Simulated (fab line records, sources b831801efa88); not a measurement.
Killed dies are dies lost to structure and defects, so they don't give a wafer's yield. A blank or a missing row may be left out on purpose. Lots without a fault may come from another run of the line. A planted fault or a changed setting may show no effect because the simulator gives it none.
Problem report in the 8D (eight disciplines) form, filled by code | flow gf180mcu | the parts of the form that need people (team, actions taken, sign-off) are left out

1. THE PROBLEM
V5_W_RS at GF_V5_RS_MEAS_24 reads a mean of 0.167 ohm/sq on 2 wafers of 1 lot; wafers without a fault read 0.328 ohm/sq with a standard deviation of 0.0035. That is -46 standard deviations from the usual mean.
The step: measures by four-point-probe.
First seen on wafer L868.1, day 32 17:31, on film_metro-03. The record holds 33 wafers of 11 lots with a number at this step. Rule for "out", or "out of limits": more than 4 standard deviations from the usual mean. The other wafers with a number count as sound.

2. WHAT IT IS AND WHAT IT IS NOT
question                    | is                | is not
which readings at this step | V5_W_RS           | -
which lots                  | L868              | L851, L853, L854, L855, L857, L861, L863, L864, L865, L870
which wafers of those lots  | L868.1, L868.4    | L868.3
read on which gauges        | film_metro-03     | film_metro-02, film_metro-04
when                        | from day 32 17:31 | up to then (28 sound wafers); but 3 sound wafers of L870 came after

3. SUSPECTS, AND WHAT RULES EACH OUT
Counting: a tool at a process step up to the reading stays a suspect if it ran every lot that is out. Sound lots after the first of them don't rule it out here, since some wafers of a struck lot are sound.
- the gauge at GF_V5_RS_MEAS_24: ruled out. All the wafers that are out were read on film_metro-03, but those of them that GF_V5_CMP_26 has rows for are out there too, on other tools.
- cvd_w-01 at GF_V5_CVD_23 (deposits W, target thk 350 nm, time 104.9 s): kept. It ran the lot that is out, L868 (day 32 17:24); its last sound lot up to then is L864 (day 31 16:08).
- Within cvd_w-01 at GF_V5_CVD_23: the wafers that are out ran in chamber 0; their sound lot-mates ran in chamber 1.
Left after counting: cvd_w-01 at GF_V5_CVD_23.

4. THE CAUSE (what the simulator had put in)
Process parameter drift: cvd_w-01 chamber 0, from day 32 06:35 on, at GF_V5_CVD_23. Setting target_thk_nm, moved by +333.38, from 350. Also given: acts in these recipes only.
Counting left only this tool.

5. THE CHAIN OF EFFECTS, in route order
Each row: a reading whose mean over the struck wafers that have a number lies more than 3 standard deviations from the usual. Only readings for which the record gives a usual standard deviation are gone through. hours: the time from each lot's start at the first step in this table that gives one to its start at this step, as a median over the lots. sigmas: the change in usual standard deviations.
hours | step             | reading            | usual        | on struck wafers | change | sigmas
0     | GF_V5_RS_MEAS_24 | V5_W_RS            | 0.328 ohm/sq | 0.167            | -0.161 | -46
0     | GF_V5_CMP_26     | time_to_endpoint_s | 88 s         | 162              | +74    | +16
The process steps in it:
- GF_V5_CMP_26: polishes, stops on SiO2, t overpolish 15 s, target thk 0 nm.
Readings that are blank on the struck wafers while sound wafers have them: V5_W_THK at GF_V5_THK_MEAS_25.
Later measuring or inspecting steps at which every struck wafer that the step has a row for has a number for every such reading, and none has moved that far: GF_TOP_METAL_THK_MEAS_06.

6. WHAT WOULD HAVE CAUGHT IT SOONER
In this record the first reading out of limits at a measuring or inspecting step was taken at day 32 17:31, 11 hours after the fault began at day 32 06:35.
Of the tool readings at GF_V5_CVD_23 for which the record gives a usual standard deviation, none was out on any struck wafer, so an alarm limit of 4 standard deviations on them would not have fired.
All the lots that are out (1) had begun GF_V5_CVD_23 on cvd_w-01 by day 32 17:31. A hold on the tool at that time would have spared none of them.
